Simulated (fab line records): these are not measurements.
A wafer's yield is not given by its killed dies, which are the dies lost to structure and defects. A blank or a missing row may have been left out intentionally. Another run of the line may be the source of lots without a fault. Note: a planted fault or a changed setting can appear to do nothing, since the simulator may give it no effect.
8D (eight disciplines) problem report, filled in by code | flow gf180mcu | the parts of the form that need people (team, actions taken, sign-off) are left out

== 1. THE PROBLEM ==
Mean of doseIonsCm2 at GF_HV_LDD_IMPLANT_35: 8.0e+12 across 6 wafers in 2 lots; on wafers with no fault it is 7.5e+12 (standard deviation 7.9e+09). Relative to the usual mean, that is a shift of +66 standard deviations.
First observed at day 16 20:53: wafer L137.2, on implanter-02. The record has a number at this step for 18 wafers belonging to 6 lots. By rule, "out" or "out of limits" means more than 4 standard deviations away from the usual mean. All remaining wafers that have a number are taken as sound.

== 2. WHAT IT IS; WHAT IT IS NOT ==
question                    | is                     | is not
which readings at this step | doseIonsCm2            | -
which lots                  | L137, L138             | L123, L127, L141, L142
which wafers of those lots  | all that have a number | -
read on which tools         | implanter-02           | implanter-01
when                        | from day 16 20:53      | up to then (6 sound wafers); but 6 sound wafers of L141, L142 came after

== 3. THE SUSPECTS, EACH WITH WHAT RULES IT OUT ==
Counting: a tool stays on the suspect list if, at a process step up to the reading, it processed all lots that are out and no sound lot following the first of them.
- implanter-02 at GF_HV_LDD_IMPLANT_35: kept. It ran every lot that is out, first L137 (day 16 20:53), and no sound lot after that; its last sound lot up to then is L127 (day 13 14:19). Its own readings are out on those wafers: doseIonsCm2.
The count leaves implanter-02 at GF_HV_LDD_IMPLANT_35.

== 4. THE CAUSE (what the simulator had put in) ==
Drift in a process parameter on implanter-02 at GF_HV_LDD_IMPLANT_35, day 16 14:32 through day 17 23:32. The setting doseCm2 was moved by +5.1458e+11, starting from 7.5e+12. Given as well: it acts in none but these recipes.
After counting, this tool was the only one left.

== 5. THE CHAIN OF EFFECTS, in route order ==
One row per reading whose mean, taken over the struck wafers that have a number, lies over 3 standard deviations from the usual. Only readings whose record carries a usual standard deviation are examined. hours: median over the lots of the time between each lot's start at the first step of this table that gives one and its start at this step. sigmas: the change, counted in usual standard deviations.
hours | step                 | reading          | usual   | on struck wafers | change   | sigmas
0     | GF_HV_LDD_IMPLANT_35 | doseIonsCm2      | 7.5e+12 | 8.0e+12          | +5.2e+11 | +66
0     | GF_HV_LDD_IMPLANT_35 | faradayCurrentUA | 42.3    | 45.3             | +3.0     | +3.8
It contains these process steps:
- GF_HV_LDD_IMPLANT_35

== 6. WHAT WOULD HAVE CAUGHT IT SOONER ==
The fault began at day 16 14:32; the first out-of-limits reading in this record came at day 16 20:53, 6 hours later.
